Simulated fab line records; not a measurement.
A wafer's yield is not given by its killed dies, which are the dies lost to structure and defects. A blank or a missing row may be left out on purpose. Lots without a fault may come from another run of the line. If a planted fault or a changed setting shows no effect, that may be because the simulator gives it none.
fab line records ; flow sfq-line
[record] lots = 6; wafers = 18; last-day = 95
route steps=325 shown M1@62 I1@73
lots with no fault: from the same line, run without faults
start-h: hours from the record's opening day to when the first of the lot's shown wafers began ; wait-h: hours since the lot's step before ; " as in the row above ; L1.1+2: a row that stands for several wafers ; - either no value or no given start ; * or withheld: withheld ; < > ~ a bound
route shown NAME@n: NAME is a module with steps in the file, n the number in the route of the first one ; usual: mean/standard deviation taken from wafers without a fault ; same: alike in all rows ; chamber/n: place in a boat ; sites: the reading at each site ; _std_site: the standard deviation of these ; _edge_site: inner sites' mean taken away from outer sites' mean ; radius-mm: for every site, how far away it sits from the centre of the wafer ; mask NAME#n: copy n ; behind: the tool/chamber that last shaped the wafer ; hold: what put the lot on hold/how long, in hours/how the hold closed ; device: names the non-switching transistor (n, p or np) ; end of line: the same wafers' tests at the end of the route ; a step given without rows: its recipe and nothing more ; killed: dies lost to structure and defects at the first sort, not the wafer's yield ; map: a wafer's dies, x killed, . not, _ none there
set.NAME: setting as actually run; set.NAME@STEP: the setting as run at that earlier step ; model.NAME: the simulator's own value behind a step, which no gauge read
lots at some steps of the route; a table a step, a row a wafer
services: the hour from which a tool's chamber was out of use, counted from the record's first day as start-h (under 0 if before that day), plus the number of hours and why
[[steps]]
[step SFQ_TRILAYER_M1_LITHO_COAT_044]
[recipe] resist = BARC; spin-rpm = 3000; resist-thk-nm = 62
[step SFQ_TRILAYER_M1_LITHO_COAT_039]
[recipe] resist = KrF; spin-rpm = 3000; resist-thk-nm = 600
[step SFQ_TRILAYER_M1_LITHO_SOFTBAKE_043]
[recipe] temp-c = withheld; time-s = withheld; resist = KrF
[step SFQ_TRILAYER_M1_LITHO_EXPOSE_040]
[recipe] mask-id = M1; na = 0.6; source-shape = conventional; sigma-outer = 0.65; target-cd-nm = 500; dose-mj = 14.4
[step SFQ_TRILAYER_M1_LITHO_PEB_042]
[recipe] peb-temp-c = 115; peb-time-s = 60; resist = KrF
[step SFQ_TRILAYER_M1_LITHO_DEVELOP_041]
[recipe] time-s = 60; resist = KrF
[step SFQ_M1_OVL_MEAS_911]
[usual] M1_OVL = 2/5
lot.wafer;tool;chamber;start-h;wait-h;M1_OVL[nm]
L602.1;overlay-02;-;421.32;0.1;11
L602.5;overlay-02;-;421.32;0.1;4
L602.6;overlay-02;-;421.32;0.1;4
L609.1;overlay-01;-;434.52;0.1;5
L609.3;overlay-01;-;434.52;0.1;2
L609.5;overlay-01;-;434.52;0.1;7
L620.2;overlay-01;-;468.70;0.1;9
L620.3;overlay-01;-;468.70;0.1;8
L620.4;overlay-01;-;468.70;0.1;5
L621.3;overlay-02;-;474.71;0.1;9
L621.4;overlay-02;-;474.71;0.1;8
L621.6;overlay-02;-;474.71;0.1;5
L623.1;overlay-02;-;804.49;0.1;-2
L623.5;overlay-02;-;804.49;0.1;-5
L623.6;overlay-02;-;804.49;0.1;-2
L624.1;overlay-02;-;808.09;0.1;2
L624.2;overlay-02;-;808.09;0.1;6
L624.5;overlay-02;-;808.09;0.1;4
[step SFQ_TRILAYER_M1_BARC_OPEN_METAL_ETCH_054]
[recipe] mask-material = PR; chemistry = O2; target-depth-nm = 125; target = BARC; icp-w = 600; bias-w = 80; pressure-mtorr = 10; time-s = 41.7
[usual] drypump-motor-current-A = 5.7/0.37; oes-product-au = 0.685/0.0042
[same] time-s = 41.7
lot.wafer;tool;chamber;start-h;wait-h;drypump-motor-current-A;oes-product-au;rf-hours-counter-h
L602.1;rie-metal-03;1;421.36;0.0;5.3;0.683;13
L602.5;rie-metal-03;1;421.36;0.0;5.3;0.688;-
L602.6;rie-metal-03;0;421.36;0.0;5.3;0.689;-
L609.1;rie-metal-01;0;434.56;0.0;5.9;0.687;54
L609.3;rie-metal-01;0;434.56;0.0;5.9;0.685;-
L609.5;rie-metal-01;0;434.56;0.0;5.9;0.691;-
L620.2;rie-metal-03;0;468.73;0.0;5.4;0.686;22
L620.3;rie-metal-03;1;468.73;0.0;5.3;0.690;-
L620.4;rie-metal-03;0;468.73;0.0;5.4;0.690;-
L621.3;rie-metal-04;1;474.75;0.0;6.0;0.686;-
L621.4;rie-metal-04;0;474.75;0.0;6.2;0.689;-
L621.6;rie-metal-04;0;474.75;0.0;6.2;0.684;-
L623.1;rie-metal-03;1;804.52;0.0;5.3;0.683;69
L623.5;rie-metal-03;0;804.52;0.0;5.3;0.685;-
L623.6;rie-metal-03;1;804.52;0.0;5.3;0.682;-
L624.1;rie-metal-04;0;808.12;0.0;6.2;0.683;111
L624.2;rie-metal-04;0;808.12;0.0;6.3;0.684;-
L624.5;rie-metal-04;0;808.12;0.0;6.2;0.680;-
[step SFQ_TRILAYER_M1_ETCH_METAL_ETCH_042]
[recipe] target = Nb; stop-on = SiO2; mask-material = PR; chemistry = Cl2/Ar; target-depth-nm = 240; icp-w = 600; bias-w = 80; pressure-mtorr = 10; time-s = 120
[usual] drypump-motor-current-A = 5.7/0.37; oes-product-au = 0.897/0.0068
[same] time-s = 120
lot.wafer;tool;chamber;start-h;wait-h;drypump-motor-current-A;oes-product-au;rf-hours-counter-h
L602.1;rie-metal-03;1;421.42;0.0;5.3;0.893;13
L602.5;rie-metal-03;1;421.42;0.0;5.3;0.899;-
L602.6;rie-metal-03;0;421.42;0.0;5.4;0.891;-
L609.1;rie-metal-01;0;434.62;0.0;5.9;0.902;55
L609.3;rie-metal-01;0;434.62;0.0;5.8;0.900;-
L609.5;rie-metal-01;0;434.62;0.0;5.9;0.907;-
L620.2;rie-metal-03;0;468.79;0.0;5.4;0.903;22
L620.3;rie-metal-03;1;468.79;0.0;5.3;0.897;-
L620.4;rie-metal-03;0;468.79;0.0;5.4;0.906;-
L621.3;rie-metal-04;1;474.83;0.1;6.1;0.899;-
L621.4;rie-metal-04;0;474.83;0.1;6.2;0.900;-
L621.6;rie-metal-04;0;474.83;0.1;6.2;0.883;-
L623.1;rie-metal-03;1;804.58;0.0;5.3;0.904;69
L623.5;rie-metal-03;0;804.58;0.0;5.3;0.897;-
L623.6;rie-metal-03;1;804.58;0.0;5.3;0.907;-
L624.1;rie-metal-04;0;808.24;0.1;6.2;0.893;111
L624.2;rie-metal-04;0;808.24;0.1;6.2;0.900;-
L624.5;rie-metal-04;0;808.24;0.1;6.2;0.888;-
[step SFQ_TRILAYER_M1_STRIP_STRIP_043]
[recipe] gas = O2; power-w = 200; platen-temp-c = 40; overash-fraction = 0.65; chemistry = O2; pressure-mtorr = 50
[usual] drypump-motor-current-A = 5.7/0.37; oes-product-au = 1.003/0.0092
lot.wafer;tool;chamber;start-h;wait-h;drypump-motor-current-A;oes-product-au;rf-hours-counter-h
L602.1;rie-metal-03;1;421.54;0.1;5.3;1.005;13
L602.5;rie-metal-03;1;421.54;0.1;5.3;1.014;-
L602.6;rie-metal-03;0;421.54;0.1;5.4;1.009;-
L609.1;rie-metal-01;0;434.74;0.1;5.9;1.008;55
L609.3;rie-metal-01;0;434.74;0.1;5.9;0.999;-
L609.5;rie-metal-01;0;434.74;0.1;5.9;1.012;-
L620.2;rie-metal-03;0;468.92;0.1;5.4;1.013;22
L620.3;rie-metal-03;1;468.92;0.1;5.3;1.004;-
L620.4;rie-metal-03;0;468.92;0.1;5.4;1.010;-
L621.3;rie-metal-04;1;475.12;0.2;6.1;0.987;-
L621.4;rie-metal-04;0;475.12;0.2;6.2;1.009;-
L621.6;rie-metal-04;0;475.12;0.2;6.2;1.013;-
L623.1;rie-metal-03;1;804.71;0.1;5.3;1.006;70
L623.5;rie-metal-03;0;804.71;0.1;5.4;1.014;-
L623.6;rie-metal-03;1;804.71;0.1;5.3;0.995;-
L624.1;rie-metal-04;0;808.49;0.2;6.2;1.008;111
L624.2;rie-metal-04;0;808.49;0.2;6.2;1.016;-
L624.5;rie-metal-04;0;808.49;0.2;6.2;1.000;-
[step SFQ_TRILAYER_M1_STRIP_SOLV_CLEAN_044]
[recipe] chemistry = NMP; temp-c = 70; time-s = 600
[step SFQ_TRILAYER_I1_DEP_PECVD_045]
[recipe] material = SiO2; temp-c = 150; time-s = 111.11; pressure-torr = 2.4; rf-w = 183.3; precursor = SiH4/N2O; target-thk-nm = 500
[usual] heater-power-w = 77/13; run-length-s = 139.4/0.56; throttle-valve-pct = 25.1/1.5
lot.wafer;tool;chamber;start-h;wait-h;heater-power-w;run-length-s;throttle-valve-pct;model.SiO2_of_TRILAYER_I1_DEP_PECVD_045.thk-nm
L602.1;pecvd-01;0;422.32;0.0;79;140.2;25.7;489.6
L602.5;pecvd-01;2;422.32;0.0;74;139.5;25.3;511
L602.6;pecvd-01;1;422.32;0.0;82;138.5;26.4;516.1
L609.1;pecvd-04;0;435.52;0.0;73;139.0;22.5;490.3
L609.3;pecvd-04;2;435.52;0.0;67;139.7;24.1;496.5
L609.5;pecvd-04;0;435.52;0.0;78;138.8;22.8;495.1
L620.2;pecvd-04;2;469.69;0.0;73;145.3;24.0;511.1
L620.3;pecvd-04;1;469.69;0.0;96;144.3;23.2;519.3
L620.4;pecvd-04;1;469.69;0.0;95;139.3;23.3;505.6
L621.3;pecvd-04;1;475.69;0.0;82;144.0;23.4;519.9
L621.4;pecvd-04;1;475.69;0.0;85;139.6;23.1;501
L621.6;pecvd-04;0;475.69;0.0;73;138.8;22.9;492.2
L623.1;pecvd-01;2;805.48;0.0;88;139.7;24.4;491.7
L623.5;pecvd-01;0;805.48;0.0;64;139.6;24.0;499
L623.6;pecvd-01;1;805.48;0.0;80;138.4;22.5;504.2
L624.1;pecvd-03;0;809.87;0.0;78;138.8;24.1;486
L624.2;pecvd-03;1;809.87;0.0;93;139.6;27.6;494.8
L624.5;pecvd-03;1;809.87;0.0;93;139.4;27.6;497.3
[step SFQ_TRILAYER_I1_CMP_CMP_046]
[recipe] material = SiO2; down-force-psi = 3; platen-rpm = 60; pad-velocity-m-s = 0.94248
[usual] motor-current-A = 9.9/1; time-to-endpoint-s = 213/8.9
lot.wafer;tool;chamber;start-h;wait-h;motor-current-A;time-to-endpoint-s
L602.1;cmp-01;0;423.89;1.5;10.2;209
L602.6;cmp-01;1;423.89;1.5;10.9;230
L602.5;cmp-01;2;423.89;1.5;9.9;212
L609.3;cmp-02;3;436.25;0.7;11.1;198
L609.1;cmp-02;2;437.75;2.2;8.2;204
L609.5;cmp-02;3;437.75;2.2;11.6;200
L620.3;cmp-02;1;472.21;2.5;8.1;218
L620.2;cmp-02;2;472.21;2.5;9.1;223
L620.4;cmp-02;3;472.21;2.5;11.6;211
L621.4;cmp-02;0;478.21;2.4;10.7;216
L621.3;cmp-02;3;479.71;4.0;11.3;225
L621.6;cmp-02;1;480.71;4.9;8.5;203
L623.1;cmp-02;0;827.20;21.7;9.7;219
L623.6;cmp-02;2;828.20;22.6;9.0;235
L623.5;cmp-02;3;828.20;22.6;11.7;221
L624.1;cmp-01;2;831.70;21.8;10.3;192
L624.2;cmp-01;3;831.70;21.8;9.1;214
L624.5;cmp-01;3;834.20;24.3;9.0;204
[[services]]
tool;chamber;start-h;hours;kind
cmp-02;-;408.01;4.0;pm
cmp-02;-;419.39;6.1;pm
rie-metal-03;-;480.36;1.3;repair
rie-metal-03;-;481.62;2.8;pm
rie-metal-03;-;485.71;0.3;repair
rie-metal-04;1;493.02;3.1;repair
cmp-02;-;509.41;0.5;repair
rie-metal-03;-;535.82;0.3;repair
cmp-02;-;553.14;2.4;repair
rie-metal-03;1;555.94;14.2;repair
cmp-02;-;606.86;1.3;repair
rie-metal-03;0;618.72;2.1;repair
cmp-02;-;624.36;5.5;repair
cmp-02;-;624.37;1.2;repair
cmp-02;-;629.86;8.4;pm
rie-metal-03;-;647.86;1.4;pm
rie-metal-04;0;657.09;4.5;repair
cmp-02;-;658.28;0.8;repair
rie-metal-03;-;695.96;0.4;repair
rie-metal-03;0;704.17;59.2;repair
cmp-02;-;711.77;2.4;repair
cmp-02;-;725.91;0.4;repair
cmp-02;-;748.01;4.0;pm
rie-metal-03;0;819.71;21.8;repair
[[key]]
[first-sign] step = SFQ_TRILAYER_I1_DEP_PECVD_045; reading = run-length-s; direction = up; sigmas = 9.3; usual = *; struck = *
effect none on later readings
[model-effect] step = SFQ_TRILAYER_I1_DEP_PECVD_045; value = SiO2_of_TRILAYER_I1_DEP_PECVD_045.thk-nm; without = 494.8; struck = 516.7
met-at SFQ_TRILAYER_I1_DEP_PECVD_045
struck-wafers L620.2,L620.3,L621.3
onset-between 435.52 469.69
[fault] kind = process-parameter-drift; tool = pecvd-04; chamber = -; onset-h = 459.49; steps = SFQ_TRILAYER_I1_DEP_PECVD_045; channel = time-s; offset = *; shape = step; end-h = 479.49; scope = struck-wafers-only; acts-in = *; stated = *
